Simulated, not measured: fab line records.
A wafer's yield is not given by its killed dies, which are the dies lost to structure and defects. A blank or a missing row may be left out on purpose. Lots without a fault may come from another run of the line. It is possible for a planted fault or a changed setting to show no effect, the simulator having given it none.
Matching of chambers / flow sky130 / SKY_METAL4_ETCH_17 on rie diel-02: 4 sister chambers
The step etches SiO2 in C4F8/O2/Ar, stops on TiN, time 3.9 s, target depth 15 nm. 16 wafers are shown with their chamber, then 8 later ones without.

## EACH WAFER AND ITS CHAMBER
wafer=L074.3; chamber=2; oes product au (a.u.)=0.765
wafer=L074.4; chamber=2; oes product au (a.u.)=0.759
wafer=L074.5; chamber=3; oes product au (a.u.)=0.752
wafer=L080.2; chamber=1; oes product au (a.u.)=0.754
wafer=L080.3; chamber=2; oes product au (a.u.)=0.751
wafer=L080.6; chamber=3; oes product au (a.u.)=0.748
wafer=L084.1; chamber=0; oes product au (a.u.)=0.756
wafer=L084.5; chamber=2; oes product au (a.u.)=0.765
wafer=L084.6; chamber=3; oes product au (a.u.)=0.756
wafer=L086.1; chamber=1; oes product au (a.u.)=0.760
wafer=L086.2; chamber=3; oes product au (a.u.)=0.760
wafer=L086.5; chamber=3; oes product au (a.u.)=0.762
wafer=L088.1; chamber=3; oes product au (a.u.)=0.741
wafer=L088.2; chamber=0; oes product au (a.u.)=0.765
wafer=L088.4; chamber=2; oes product au (a.u.)=0.771
wafer=L089.2; chamber=2; oes product au (a.u.)=0.740

SIGNATURES (means of the wafers above)
reading=oes product au; chamber 0=0.76050; chamber 1=0.75700; chamber 2=0.75850; chamber 3=0.75317; scatter within a chamber=0.00916
Rule: for each reading, subtract the chamber's mean from the wafer's reading, divide by that reading's scatter and square the result; add these up over the readings and take the root, which gives the wafer's distance from the chamber. If the next closest chamber is less than 2 further off than the closest, the wafer can't be placed; otherwise it belongs to the closest. The scatter: take each reading less its chamber's mean, square it, sum over the shown wafers, divide by the number of wafers less the number of chambers, and take the root.

## WAFERS MISSING THEIR CHAMBER
wafer=L089.4; oes product au (a.u.)=0.753
wafer=L089.5; oes product au (a.u.)=0.762
wafer=L090.1; oes product au (a.u.)=0.754
wafer=L090.4; oes product au (a.u.)=0.767
wafer=L090.6; oes product au (a.u.)=0.752
wafer=L094.1; oes product au (a.u.)=0.760
wafer=L094.3; oes product au (a.u.)=0.751
wafer=L094.4; oes product au (a.u.)=0.766

## CHAMBER TAKEN BY EACH
wafer=L089.4; from the rows above=can't be placed: 3 or 1 or 2 or 0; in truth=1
wafer=L089.5; from the rows above=can't be placed: 0 or 2 or 1 or 3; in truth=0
wafer=L090.1; from the rows above=can't be placed: 3 or 1 or 2 or 0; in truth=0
wafer=L090.4; from the rows above=can't be placed: 0 or 2 or 1 or 3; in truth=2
wafer=L090.6; from the rows above=can't be placed: 3 or 1 or 2 or 0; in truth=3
wafer=L094.1; from the rows above=can't be placed: 0 or 2 or 1 or 3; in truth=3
wafer=L094.3; from the rows above=can't be placed: 3 or 1 or 2 or 0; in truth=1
wafer=L094.4; from the rows above=can't be placed: 0 or 2 or 1 or 3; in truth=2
Correct placement for 0 of the 8. These rows do not allow placing 8 (true chamber among the candidates in 8). 0 placed wrongly.
